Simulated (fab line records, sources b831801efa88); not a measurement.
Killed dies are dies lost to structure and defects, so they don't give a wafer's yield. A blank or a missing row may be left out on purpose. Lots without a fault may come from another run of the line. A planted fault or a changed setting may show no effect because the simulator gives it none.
Chamber matching | flow sfq_line | SFQ_TRILAYER_I0_CMP_CMP_028 on cmp-02: 4 sister chambers
The step polishes SiO2. 8 wafers are shown with their chamber, then 8 later ones without.

WAFERS WITH THEIR CHAMBER
wafer  | chamber | motor_current_A (A) | time_to_endpoint_s (s)
L085.2 | 3       | 10.2                | 204
L085.4 | 0       | 10.2                | 218
L085.5 | 2       | 9.4                 | 217
L085.6 | 1       | 10.9                | 206
L086.1 | 3       | 10.6                | 211
L086.2 | 0       | 10.4                | 216
L086.3 | 1       | 11.2                | 209
L086.4 | 2       | 8.8                 | 223

WAFERS WITHOUT THEIR CHAMBER
wafer  | motor_current_A (A) | time_to_endpoint_s (s)
L086.5 | 10.2                | 215
L086.6 | 9.9                 | 229
L087.1 | 11.0                | 192
L087.2 | 10.5                | 206
L087.3 | 10.4                | 205
L087.4 | 8.9                 | 215
L087.5 | 11.0                | 217
L087.6 | 9.2                 | 215

WHICH CHAMBER EACH WENT THROUGH
wafer  | from the rows above          | in truth
L086.5 | can't be placed: 0 or 3      | 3
L086.6 | can't be placed: 0 or 2      | 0
L087.1 | can't be placed: 1 or 3      | 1
L087.2 | can't be placed: 3 or 1      | 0
L087.3 | can't be placed: 3 or 1      | 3
L087.4 | 2                            | 2
L087.5 | can't be placed: 0 or 1 or 3 | 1
L087.6 | 2                            | 2
Placed correctly: 2 of 8. Can't be placed from these rows: 6 (the true chamber is among the candidates in 5). Placed wrongly: 0.
How it was worked out, from the rows above alone: a wafer's distance from a chamber is the root of the sum, over the readings, of the square of ((its reading less the chamber's mean) divided by the reading's scatter). The wafer belongs to the nearest chamber; if the next one is less than 2 further off, it can't be placed. A chamber's mean is the mean of its shown wafers. The scatter: the root of (the sum of the squares of (reading less its chamber's mean) over the shown wafers, divided by (wafers less chambers)).
